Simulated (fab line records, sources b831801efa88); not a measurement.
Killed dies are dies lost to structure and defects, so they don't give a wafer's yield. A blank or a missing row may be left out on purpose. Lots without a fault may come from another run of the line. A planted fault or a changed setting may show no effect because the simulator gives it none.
Chamber matching | flow sky130 | SKY_PASSIVATION_CVD_00 on pecvd-02: 3 sister chambers
The step deposits SiO2, target thk 90 nm. 18 wafers are shown with their chamber, then 9 later ones without.

WAFERS WITH THEIR CHAMBER
wafer  | chamber | heater_power_w (W)
L080.1 | 0       | 665
L080.3 | 2       | 855
L080.5 | 1       | 660
L082.2 | 2       | 860
L082.4 | 1       | 650
L082.5 | 2       | 869
L084.1 | 0       | 611
L084.3 | 2       | 840
L084.4 | 0       | 632
L085.3 | 1       | 646
L085.4 | 2       | 880
L085.5 | 0       | 641
L089.2 | 0       | 562
L089.3 | 1       | 550
L089.6 | 2       | 858
L091.3 | 0       | 582
L091.5 | 1       | 642
L091.6 | 0       | 599

SIGNATURES (means of the wafers above)
reading        | chamber 0 | chamber 1 | chamber 2 | scatter within a chamber
heater_power_w | 613.14    | 629.60    | 860.33    | 33.3
Rule: a wafer's distance from a chamber is the root of the sum, over the readings, of the square of ((its reading less the chamber's mean) divided by the reading's scatter). The wafer belongs to the nearest chamber; if the next one is less than 2 further off, it can't be placed. The scatter: the root of (the sum of the squares of (reading less its chamber's mean) over the shown wafers, divided by (wafers less chambers)).

WAFERS WITHOUT THEIR CHAMBER
wafer  | heater_power_w (W)
L094.1 | 569
L094.5 | 630
L094.6 | 573
L093.3 | 653
L093.5 | 685
L093.6 | 881
L095.1 | 867
L095.2 | 678
L095.3 | 668

WHICH CHAMBER EACH WENT THROUGH
wafer  | from the rows above     | in truth
L094.1 | can't be placed: 0 or 1 | 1
L094.5 | can't be placed: 1 or 0 | 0
L094.6 | can't be placed: 0 or 1 | 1
L093.3 | can't be placed: 1 or 0 | 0
L093.5 | can't be placed: 1 or 0 | 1
L093.6 | 2                       | 2
L095.1 | 2                       | 2
L095.2 | can't be placed: 1 or 0 | 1
L095.3 | can't be placed: 1 or 0 | 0
Placed correctly: 2 of 9. Can't be placed from these rows: 7 (the true chamber is among the candidates in 7). Placed wrongly: 0.
